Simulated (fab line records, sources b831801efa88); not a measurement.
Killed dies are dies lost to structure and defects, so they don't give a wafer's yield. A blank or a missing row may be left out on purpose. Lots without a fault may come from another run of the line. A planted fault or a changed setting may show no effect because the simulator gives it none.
fab line records | flow sky130
record lots=14 wafers=42 last_day=50
route steps=708 shown POLY_GATE@235 LDD_N@246 LDD_P@262
lots that met no fault: from a run of the same line without faults
start_h: hours from the record's first day to the start of the lot's first wafer shown | wait_h: hours since the lot's step before | " the same as in the row above | L1.1+2: a row that stands for several wafers | - no value, or no start given | * or withheld: withheld | < > ~ a bound
route shown NAME@n: a module of which the file shows steps, and the number in the route of the first | usual: mean/standard deviation of fault-free wafers | same: alike in all rows | chamber/n: place in a boat | sites: the reading at each site | _std_site: their standard deviation | _edge_site: outer sites' mean less inner sites' | radius_mm: how far each site lies from the wafer's centre | mask NAME#n: copy n | behind: the tool/chamber that last shaped the wafer | hold: why the lot was held/for how many hours/how that ended | device: the transistor (n, p or np) that didn't switch | end of line: the same wafers' tests at the end of the route | a step without rows: its recipe alone | killed: dies lost to structure and defects at the first sort, not the wafer's yield | map: a wafer's dies, x killed, . not, _ none there
set.NAME: the setting as run; set.NAME@STEP: as run at that earlier step | model.NAME: the simulator's own value behind a step, which no gauge read
steps of the route over a sample of lots; a table a step, a row a wafer
services: from which hour (start_h, from the record's first day; less than 0 if before it) a tool's chamber was out of use, for how many hours, and why
## steps
# step SKY_POLY_GATE_THK_MEAS_21
# recipe reads=SiO2_of_POLY_GATE_OXIDATION_20
# usual POLY_GATE_OXIDATION_THK=4.05/0.083
# columns lot.wafer tool chamber start_h wait_h POLY_GATE_OXIDATION_THK[nm]
L435.1 film_metro-03 - 384.59 0.0 3.97
L435.2 " - " " 3.96
L435.6 " - " " 4.03
L436.1 film_metro-01 - 393.48 0.0 4.20
L436.3 " - " " 4.05
L436.4 " - " " 4.13
L437.1 film_metro-04 - 403.55 0.0 3.99
L437.2 " - " " 3.98
L437.6 " - " " 4.05
L439.1 film_metro-04 - 421.10 0.0 3.99
L439.3 " - " " 3.93
L439.6 " - " " 3.97
L442.1 film_metro-04 - 467.18 0.0 4.05
L442.2 " - " " 3.99
L442.5 " - " " 4.01
L443.1 film_metro-04 - 468.28 0.0 4.06
L443.2 " - " " 4.08
L443.5 " - " " 4.06
L445.1 film_metro-04 - 475.83 0.0 3.93
L445.2 " - " " 3.99
L445.3 " - " " 4.01
L446.1 film_metro-03 - 483.68 0.0 4.17
L446.4 " - " " 4.17
L446.6 " - " " 4.15
L447.1 film_metro-04 - 505.15 0.0 4.06
L447.2 " - " " 4.05
L447.6 " - " " 4.01
L448.1 film_metro-03 - 507.82 0.0 3.97
L448.3 " - " " 3.99
L448.4 " - " " 3.93
L453.4 film_metro-01 - 541.86 0.0 4.14
L453.5 " - " " 4.16
L453.6 " - " " 4.15
L454.3 film_metro-01 - 547.65 0.0 4.03
L454.4 " - " " 3.98
L454.6 " - " " 3.98
L455.2 film_metro-01 - 559.22 0.0 4.13
L455.3 " - " " 4.17
L455.6 " - " " 4.21
L457.1 film_metro-03 - 569.55 0.0 4.01
L457.2 " - " " 4.01
L457.6 " - " " 4.07
# step SKY_POLY_GATE_CD_MEAS_22
# usual cd_nm=151.0/2.7
# columns lot.wafer tool chamber start_h wait_h cd_nm
L435.1 cd_sem-02 - 384.65 0.1 149.1
L435.2 " - " " 152.2
L435.6 " - " " 149.6
L436.1 cd_sem-02 - 393.54 0.1 154.5
L436.3 " - " " 147.9
L436.4 " - " " 150.3
L437.1 cd_sem-02 - 403.61 0.1 149.3
L437.2 " - " " 148.4
L437.6 " - " " 153.0
L439.1 cd_sem-01 - 421.16 0.1 147.5
L439.3 " - " " 145.7
L439.6 " - " " 145.4
L442.1 cd_sem-02 - 467.24 0.1 151.2
L442.2 " - " " 149.3
L442.5 " - " " 152.0
L443.1 cd_sem-01 - 468.34 0.1 152.8
L443.2 " - " " 149.4
L443.5 " - " " 152.8
L445.1 cd_sem-02 - 475.89 0.1 155.5
L445.2 " - " " 153.5
L445.3 " - " " 154.8
L446.1 cd_sem-02 - 483.74 0.1 151.6
L446.4 " - " " 150.4
L446.6 " - " " 152.3
L447.1 cd_sem-01 - 505.21 0.1 149.4
L447.2 " - " " 152.0
L447.6 " - " " 152.6
L448.1 cd_sem-01 - 507.88 0.1 149.4
L448.3 " - " " 149.2
L448.4 " - " " 153.0
L453.4 cd_sem-01 - 541.97 0.1 149.2
L453.5 " - " " 154.5
L453.6 " - " " 151.7
L454.3 cd_sem-02 - 547.74 0.1 150.1
L454.4 " - " " 152.5
L454.6 " - " " 145.5
L455.2 cd_sem-01 - 559.30 0.1 146.4
L455.3 " - " " 155.2
L455.6 " - " " 153.6
L457.1 cd_sem-02 - 569.61 0.1 154.3
L457.2 " - " " 151.9
L457.6 " - " " 150.9
# step SKY_LDD_N_IMPLANT_09
# recipe species=As energy_kev=20 dose_cm2=7.5e+13 tilt_deg=withheld rotation_deg=113
# usual beam_energy_keV=19.999/0.0065 beam_on_s=10.00/0.2 dose_ions_cm2=7.5e+13/7.8e+10 end_station_pressure_torr=5.35e-06/2.9e-07
# columns lot.wafer tool chamber start_h wait_h beam_energy_keV beam_on_s dose_ions_cm2 end_station_pressure_torr
L435.1 implanter-01 0 414.05 0.1 19.993 10.09 7.507e+13 5.6e-06
L435.2 " 0 " " 20.003 9.90 7.499e+13 5.27e-06
L435.6 " 0 " " 19.992 9.93 7.493e+13 5.08e-06
L436.1 implanter-03 0 423.91 0.1 20.004 9.96 7.492e+13 5.31e-06
L436.3 " 0 " " 20.003 9.99 7.495e+13 5.44e-06
L436.4 " 0 " " 19.994 9.97 7.505e+13 5.62e-06
L437.1 implanter-03 0 434.02 0.1 19.994 9.78 7.493e+13 5.4e-06
L437.2 " 0 " " 20.002 10.10 7.5e+13 5.49e-06
L437.6 " 0 " " 19.997 9.90 7.52e+13 5.43e-06
L439.1 implanter-01 0 452.42 0.1 20.002 10.13 7.51e+13 6.15e-06
L439.3 " 0 " " 19.999 10.19 7.512e+13 5.57e-06
L439.6 " 0 " " 20.006 9.71 7.501e+13 5.4e-06
L442.1 implanter-01 0 498.30 0.1 19.999 9.66 7.501e+13 5.37e-06
L442.2 " 0 " " 20.001 10.18 7.499e+13 5.79e-06
L442.5 " 0 " " 19.995 9.89 7.496e+13 5.01e-06
L443.1 implanter-03 0 499.37 0.1 19.995 9.96 7.506e+13 5.79e-06
L443.2 " 0 " " 19.996 10.25 7.513e+13 4.99e-06
L443.5 " 0 " " 19.995 10.28 7.515e+13 5.68e-06
L445.1 implanter-01 - 506.97 0.1 - - - -
L445.2 " - " " - - - -
L445.3 " - " " - - - -
L446.1 implanter-03 - 514.42 0.1 - - - -
L446.4 " - " " - - - -
L446.6 " - " " - - - -
L447.1 implanter-03 0 536.02 0.1 19.998 9.77 7.495e+13 5.09e-06
L447.2 " 0 " " 19.998 10.13 7.491e+13 5.47e-06
L447.6 " 0 " " 19.997 9.76 7.487e+13 5.39e-06
L448.1 implanter-01 0 538.50 0.1 20.000 10.02 7.483e+13 5.19e-06
L448.3 " 0 " " 20.001 9.79 7.504e+13 5.74e-06
L448.4 " 0 " " 20.002 10.10 7.5e+13 5.81e-06
L453.4 implanter-03 0 571.29 0.1 20.007 9.86 7.497e+13 5.7e-06
L453.5 " 0 " " 20.006 9.76 7.501e+13 5.09e-06
L453.6 " 0 " " 19.999 9.74 7.497e+13 5.26e-06
L454.3 implanter-03 0 577.52 0.1 20.000 9.98 7.505e+13 5.31e-06
L454.4 " 0 " " 19.996 9.80 7.501e+13 5.15e-06
L454.6 " 0 " " 20.001 9.94 7.506e+13 5.32e-06
L455.2 implanter-01 0 589.63 0.1 20.000 10.17 7.503e+13 5.31e-06
L455.3 " 0 " " 19.996 9.96 7.506e+13 5.23e-06
L455.6 " 0 " " 19.994 9.94 7.502e+13 5.62e-06
L457.1 implanter-03 0 599.22 0.1 20.015 10.10 7.492e+13 5.33e-06
L457.2 " 0 " " 20.004 10.30 7.5e+13 5.77e-06
L457.6 " 0 " " 20.002 9.94 7.49e+13 5.47e-06
# step SKY_LDD_N_STRIP_16
# recipe chemistry=O2/N2 power_w=1400 pressure_mtorr=1500 platen_temp_c=withheld o2_flow_sccm=3000 n2_flow_sccm=300 overash_fraction=0.5
# usual drypump_motor_current_A=5.6/0.34 n2_flow_sccm=300.1/0.86 o2_flow_sccm=3000/9.2 oes_product_au=0.406/0.0043 strip_time_to_endpoint_s=4.317/0.018
# columns lot.wafer tool chamber start_h wait_h drypump_motor_current_A n2_flow_sccm o2_flow_sccm oes_product_au rf_hours_counter_h strip_time_to_endpoint_s
L435.1 plasma_asher-03 0 415.10 0.1 5.7 299.5 2996 0.411 29 4.317
L435.2 " 1 " " 6.1 300.1 2986 0.400 29 4.336
L435.6 " 1 " " 6.1 300.4 2988 0.401 - 4.326
L436.1 plasma_asher-03 0 424.96 0.1 5.7 300.4 2999 0.405 30 4.352
L436.3 " 1 " " 6.1 299.3 2995 0.401 - 4.320
L436.4 " 0 " " 5.7 300.6 3000 0.403 - 4.324
L437.1 plasma_asher-04 0 435.07 0.1 5.1 299.4 2991 0.407 63 4.309
L437.2 " 1 " " 5.6 300.3 3008 0.406 63 4.293
L437.6 " 0 " " 5.0 299.8 3006 0.417 - 4.302
L439.1 plasma_asher-01 0 453.47 0.1 5.6 300.3 2998 0.406 2 4.334
L439.3 " 0 " " 5.6 299.0 2993 0.411 - 4.316
L439.6 " 1 " " 5.2 301.9 3002 0.409 - 4.336
L442.1 plasma_asher-03 1 499.35 0.1 6.1 300.1 3007 0.411 37 4.340
L442.2 " 0 " " 5.7 301.5 2986 0.405 37 4.320
L442.5 " 1 " " 6.1 298.9 3009 0.407 - 4.322
L443.1 plasma_asher-03 0 500.42 0.1 5.7 298.9 3004 0.407 38 4.309
L443.2 " 1 " " 6.1 299.1 3018 0.408 38 4.316
L443.5 " 1 " " 6.1 299.6 3003 0.404 - 4.305
L445.1 plasma_asher-04 1 508.02 0.1 5.6 300.3 2997 0.406 71 4.180
L445.2 " 0 " " 5.1 299.3 2998 0.413 71 4.155
L445.3 " 0 " " 5.1 298.7 2997 0.407 - 4.162
L446.1 plasma_asher-04 0 515.47 0.1 5.1 300.9 2987 0.412 71 4.151
L446.4 " 1 " " 5.6 300.1 3025 0.412 - 4.162
L446.6 " 0 " " 5.1 299.8 3007 0.408 - 4.139
L447.1 plasma_asher-04 0 537.07 0.1 5.1 300.2 3014 0.407 74 4.292
L447.2 " 1 " " 5.7 301.3 2997 0.406 74 4.305
L447.6 " 0 " " 5.1 301.2 2997 0.407 - 4.297
L448.1 plasma_asher-03 0 539.55 0.1 5.6 297.9 3003 0.416 41 4.320
L448.3 " 0 " " 5.7 299.3 2995 0.405 - 4.313
L448.4 " 1 " " 6.1 299.0 2990 0.404 - 4.336
L453.4 plasma_asher-03 1 572.30 0.1 6.0 300.5 3004 0.411 - 4.351
L453.5 " 0 " " 5.7 299.8 2983 0.401 - 4.335
L453.6 " 1 " " 6.0 301.6 2987 0.404 - 4.338
L454.3 plasma_asher-04 0 578.55 0.1 5.1 300.0 2992 0.405 - 4.295
L454.4 " 1 " " 5.7 300.3 2995 0.407 - 4.307
L454.6 " 1 " " 5.7 299.8 2992 0.410 - 4.311
L455.2 plasma_asher-01 1 590.65 0.1 5.2 300.0 2999 0.409 15 4.309
L455.3 " 1 " " 5.2 300.1 2994 0.407 - 4.310
L455.6 " 0 " " 5.6 298.7 3007 0.405 - 4.322
L457.1 plasma_asher-03 0 600.27 0.1 5.7 301.3 2985 0.408 47 4.315
L457.2 " 1 " " 6.1 300.3 3011 0.408 47 4.311
L457.6 " 0 " " 5.7 301.2 2998 0.405 - 4.310
# step SKY_LDD_N_TW_MEAS_17
# usual LDD_N_TW=2597/25
# columns lot.wafer tool chamber start_h wait_h LDD_N_TW
L435.1 film_metro-02 - 415.20 0.1 2626
L435.2 " - " " 2629
L435.6 " - " " 2640
L436.1 film_metro-02 - 425.06 0.1 2634
L436.3 " - " " 2634
L436.4 " - " " 2618
L437.1 film_metro-01 - 435.17 0.1 2592
L437.2 " - " " 2584
L437.6 " - " " 2585
L439.1 film_metro-04 - 453.57 0.1 2608
L439.3 " - " " 2593
L439.6 " - " " 2602
L442.1 film_metro-01 - 499.45 0.1 2569
L442.2 " - " " 2574
L442.5 " - " " 2571
L443.1 film_metro-02 - 500.52 0.1 2626
L443.2 " - " " 2628
L443.5 " - " " 2630
L445.1 film_metro-01 - 508.12 0.1 2442
L445.2 " - " " 2448
L445.3 " - " " 2463
L446.1 film_metro-01 - 515.57 0.1 2446
L446.4 " - " " 2444
L446.6 " - " " 2444
L447.1 film_metro-02 - 537.17 0.1 2639
L447.2 " - " " 2620
L447.6 " - " " 2625
L448.1 film_metro-01 - 539.65 0.1 2569
L448.3 " - " " 2580
L448.4 " - " " 2577
L453.4 film_metro-01 - 572.40 0.1 2583
L453.5 " - " " 2565
L453.6 " - " " 2570
L454.3 film_metro-02 - 578.64 0.1 2621
L454.4 " - " " 2604
L454.6 " - " " 2619
L455.2 film_metro-02 - 590.76 0.1 2616
L455.3 " - " " 2613
L455.6 " - " " 2626
L457.1 film_metro-01 - 600.37 0.1 2587
L457.2 " - " " 2588
L457.6 " - " " 2586
# step SKY_LDD_P_CD_MEAS_07
# recipe target_cd_nm=380
# usual cd_nm=379.6/2.5
# columns lot.wafer tool chamber start_h wait_h cd_nm
L435.1 cd_sem-02 - 444.82 0.1 384.2
L435.2 " - " " 383.8
L435.6 " - " " 381.9
L436.1 cd_sem-01 - 455.88 0.1 381.8
L436.3 " - " " 382.4
L436.4 " - " " 381.7
L437.1 cd_sem-01 - 465.68 0.1 377.5
L437.2 " - " " 376.8
L437.6 " - " " 378.6
L439.1 cd_sem-02 - 484.03 0.3 382.2
L439.3 " - " " 379.5
L439.6 " - " " 381.9
L442.1 cd_sem-01 - 529.78 0.1 376.9
L442.2 " - " " 376.2
L442.5 " - " " 377.1
L443.1 cd_sem-02 - 530.72 0.1 376.1
L443.2 " - " " 377.5
L443.5 " - " " 375.5
L447.1 cd_sem-01 - 566.23 0.1 378.5
L447.2 " - " " 375.7
L447.6 " - " " 377.5
L448.1 cd_sem-02 - 569.43 0.1 378.7
L448.3 " - " " 379.4
L448.4 " - " " 378.1
L453.4 cd_sem-02 - 601.38 0.1 376.2
L453.5 " - " " 377.7
L453.6 " - " " 378.6
L454.3 cd_sem-02 - 608.06 0.1 383.5
L454.4 " - " " 380.7
L454.6 " - " " 382.2
L455.2 cd_sem-01 - 619.90 0.1 383.1
L455.3 " - " " 382.3
L455.6 " - " " 379.9
L457.1 cd_sem-02 - 629.22 0.1 374.1
L457.2 " - " " 376.3
L457.6 " - " " 375.1
## services
# columns tool chamber start_h hours kind
plasma_asher-01 - 421.25 9.0 pm
plasma_asher-01 0 421.25 9.0 vent_cycle
plasma_asher-01 1 421.25 9.0 vent_cycle
implanter-03 - 428.73 1.7 repair
implanter-03 - 429.64 2.8 repair
plasma_asher-01 0 430.25 - clean
plasma_asher-01 1 430.25 - clean
implanter-03 - 439.08 2.6 repair
plasma_asher-03 - 501.96 0.7 repair
plasma_asher-01 - 559.42 6.5 repair
## key
first_sign step=SKY_LDD_N_IMPLANT_09 reading=tool_record direction=missing
effect step=SKY_LDD_N_STRIP_16 reading=strip_time_to_endpoint_s direction=down sigmas=8.9 usual=* struck=*
effect step=SKY_LDD_N_TW_MEAS_17 reading=LDD_N_TW direction=down sigmas=5.9 usual=2597 struck=2448
met_at SKY_LDD_N_IMPLANT_09
struck_lots L445,L446
later_rows_left_out L445.1,L445.2,L445.3,L446.1,L446.4,L446.6
sort_left_out L445.1,L445.2,L445.3,L446.1,L446.4,L446.6
tester_left_out L445,L446
not_acting_at SKY_POLY_GATE_THK_MEAS_21,SKY_POLY_GATE_CD_MEAS_22,SKY_LDD_P_CD_MEAS_07
onset_between 499.37 506.97
fault kind=skipped_step_whole tool=implanter-01,implanter-03 chamber=- onset_h=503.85 steps=SKY_LDD_N_IMPLANT_09 scope=struck_lots_only
# tester_left_out: of these lots the tester's yield and bins aren't shown, on N5 and GAA mostly nor the transistor test; their killed dies are dies lost to structure and defects alone, not to doping, threshold or leakage, so they don't give the yield
# sort_left_out: the simulated sort isn't trusted on such a fault, so these wafers' sort isn't shown, and their yield isn't known
# later_rows_left_out: the simulator's readings of these wafers behind a module that went badly wrong aren't trusted and aren't shown, but for the sort
